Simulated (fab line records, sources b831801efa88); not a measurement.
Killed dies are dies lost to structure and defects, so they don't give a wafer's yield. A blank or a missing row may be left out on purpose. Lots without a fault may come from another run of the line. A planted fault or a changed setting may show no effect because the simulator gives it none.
Which tool did it? | flow sky130 | 12 lots, 36 wafers sampled, at 4 steps of a route of 708

WHAT THE GAUGES READ, wafer by wafer
SKY_VIA4_OVL_MEAS_11.
lot  | measured     | on         | VIA4_OVL (nm)
L707 | day 42 12:51 | overlay-02 | 1.0 -2.3 -0.3
L708 | day 42 19:44 | overlay-01 | 1.3 0.7 1.5
L709 | day 42 23:14 | overlay-02 | 1.5 2.7 1.5
L710 | day 43 10:56 | overlay-02 | -1.1 -0.2 2.0
L711 | day 43 13:29 | overlay-01 | -0.1 1.1 0.8
L713 | day 44 03:58 | overlay-01 | 0.6 2.0 2.3
L721 | day 46 08:38 | overlay-01 | 1.8 2.9 1.4
L723 | day 46 20:40 | overlay-01 | 3.5 4.1 2.6
L727 | day 48 18:09 | overlay-02 | 0.5 1.3 2.2
L730 | day 48 19:56 | overlay-02 | 0.1 -2.0 -0.1
L728 | day 48 22:11 | overlay-01 | 0.5 -1.4 1.6
L729 | day 49 02:59 | overlay-02 | 1.0 1.9 1.5

SKY_PASSIVATION_THK_MEAS_03.
lot  | measured     | on            | PASSIVATION_CVD_02_THK (nm)
L707 | day 43 14:23 | film_metro-03 | 535 542 537
L708 | day 43 21:10 | film_metro-03 | 532 546 543
L709 | day 44 00:04 | film_metro-04 | 527 532 529
L710 | day 44 11:22 | film_metro-02 | 534 537 545
L711 | day 44 14:26 | film_metro-04 | 534 547 537
L713 | day 45 04:10 | film_metro-02 | 538 535 540
L721 | day 47 07:32 | film_metro-03 | 535 540 537
L723 | day 47 19:02 | film_metro-04 | 541 543 546
L727 | day 49 14:10 | film_metro-04 | 538 544 548
L730 | day 49 15:31 | film_metro-04 | 525 533 533
L728 | day 49 17:40 | film_metro-03 | 527 540 536
L729 | day 49 22:38 | film_metro-02 | 548 553 548

WHICH TOOL RAN EACH LOT (tool, then ch and the chambers of the sampled wafers, then the start)
lot  | SKY_METAL2_SPUTTER_01        | SKY_VIA3_CMP_24
L707 | pvd_sputter-04, day 33 17:59 | cmp-01 ch 0,1, day 39 10:16
L708 | pvd_sputter-04, day 34 01:25 | cmp-02 ch 1,2, day 39 16:52
L709 | pvd_sputter-03, day 34 04:31 | cmp-01 ch 1,2,3, day 39 21:58
L710 | pvd_sputter-04, day 34 17:10 | cmp-01 ch 0,1,3, day 40 08:50
L711 | pvd_sputter-03, day 34 23:18 | cmp-02 ch 0,2, day 40 13:21
L713 | pvd_sputter-04, day 35 16:40 | cmp-01 ch 0,1,2, day 41 04:58
L721 | pvd_sputter-04, day 38 04:59 | cmp-02 ch 0,1,2, day 43 13:30
L723 | pvd_sputter-04, day 38 20:44 | cmp-01 ch 0,1,3, day 44 02:59
L727 | pvd_sputter-04, day 41 10:23 | cmp-01 ch 0,1,3, day 46 07:37
L730 | pvd_sputter-02, day 41 10:44 | cmp-02 ch 0,1,2, day 46 08:44
L728 | pvd_sputter-02, day 41 12:15 | cmp-01 ch 0,2, day 46 08:52
L729 | pvd_sputter-04, day 41 17:02 | cmp-01 ch 0,2,3, day 46 15:29
- SKY_METAL2_SPUTTER_01: material TiN, target thk 20 nm, time 16.7 s.
- SKY_VIA3_CMP_24: polishes, stops on SiO2, t overpolish 20 s, target thk 0 nm.

WHAT THE TOOLS THEMSELVES READ (means of the sampled wafers that have a number; where no wafer has one, the mark that the record gives instead)
SKY_METAL2_SPUTTER_01.
lot  | tool           | throttle_valve_pct (%)
L707 | pvd_sputter-04 | 31.0
L708 | pvd_sputter-04 | 30.8
L709 | pvd_sputter-03 | 29.9
L710 | pvd_sputter-04 | 30.3
L711 | pvd_sputter-03 | 30.0
L713 | pvd_sputter-04 | 30.4
L721 | pvd_sputter-04 | 30.4
L723 | pvd_sputter-04 | 30.7
L727 | pvd_sputter-04 | 30.8
L730 | pvd_sputter-02 | 29.7
L728 | pvd_sputter-02 | 30.7
L729 | pvd_sputter-04 | 30.8

SKY_VIA3_CMP_24.
lot  | tool   | motor_current_A (A) | overpolish_run_s (s) | time_to_endpoint_s (s)
L707 | cmp-01 | 11.4                | 20.004               | 98
L708 | cmp-02 | 12.0                | 19.984               | 93
L709 | cmp-01 | 11.3                | 19.999               | 96
L710 | cmp-01 | 11.1                | 19.998               | 98
L711 | cmp-02 | 10.6                | 20.001               | 93
L713 | cmp-01 | 11.2                | 19.999               | 94
L721 | cmp-02 | 11.4                | 20.004               | 96
L723 | cmp-01 | 11.4                | 20.000               | 98
L727 | cmp-01 | 11.5                | 20.006               | 99
L730 | cmp-02 | 11.3                | 19.993               | 96
L728 | cmp-01 | 11.1                | 20.005               | 97
L729 | cmp-01 | 11.6                | 19.991               | 99

THE ANSWER, worked out from the rows above alone
Rule: what is usual is taken from the lots themselves. Put in order of their means at a reading, lots are off if they are a third of the lots or fewer, leave a main group of 4 or more, and stand apart from it by a gap of 3 or more times the standard deviation of the main group's means; of several such gaps the widest counts. A main group whose means are all the same, to the digits that the tables above print for the reading, isn't used. A lot without any number at a reading at which 4 lots or more have one is off too. The other lots that the step has rows for count as sound. The gauges are gone through in route order, then the tools' own readings, and for those a lot's mean is taken as printed above. The first step at which some lot is off is used, and at that step the reading that is off furthest; a lot without a number counts as furthest.
No lot is off at any reading shown: from this, nothing can be told.

WHAT THE SIMULATOR HAD PUT IN
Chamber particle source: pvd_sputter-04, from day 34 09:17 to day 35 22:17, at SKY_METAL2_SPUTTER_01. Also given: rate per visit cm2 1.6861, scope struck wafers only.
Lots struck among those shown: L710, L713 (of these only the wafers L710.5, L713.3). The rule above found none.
